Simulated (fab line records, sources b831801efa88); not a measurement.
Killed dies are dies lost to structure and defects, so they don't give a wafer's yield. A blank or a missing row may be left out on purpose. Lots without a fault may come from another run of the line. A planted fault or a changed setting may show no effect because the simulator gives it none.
Chamber matching | flow sky130 | SKY_CONTACT_HDPCVD_02 on hdpcvd-02: 3 sister chambers
The step deposits SiO2, target thk 565 nm, time 94.2 s. 3 wafers are shown with their chamber, then 7 later ones without.

WAFERS WITH THEIR CHAMBER
wafer  | chamber | run_length_s (s)
L412.3 | 1       | 121.9
L412.5 | 2       | 122.6
L414.4 | 0       | 122.0

WAFERS WITHOUT THEIR CHAMBER
wafer  | run_length_s (s)
L414.6 | 122.3
L419.2 | 122.5
L419.3 | 121.3
L419.5 | 121.6
L420.1 | 123.2
L420.3 | 121.3
L420.5 | 121.6

WHICH CHAMBER EACH WENT THROUGH
wafer  | from the rows above          | in truth
L414.6 | can't be placed: 0 or 2 or 1 | 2
L419.2 | can't be placed: 2 or 0 or 1 | 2
L419.3 | can't be placed: 1 or 0 or 2 | 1
L419.5 | can't be placed: 1 or 0 or 2 | 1
L420.1 | can't be placed: 2 or 0 or 1 | 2
L420.3 | can't be placed: 1 or 0 or 2 | 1
L420.5 | can't be placed: 1 or 0 or 2 | 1
Placed correctly: 0 of 7. Can't be placed from these rows: 7 (the true chamber is among the candidates in 7). Placed wrongly: 0.
How it was worked out, from the rows above alone: a wafer's distance from a chamber is the root of the sum, over the readings, of the square of ((its reading less the chamber's mean) divided by the reading's scatter). The wafer belongs to the nearest chamber; if the next one is less than 2 further off, it can't be placed. A chamber's mean is the mean of its shown wafers. The scatter: with one shown wafer a chamber, the root of the mean of the squares of how far each hidden wafer lies from its nearest shown one.
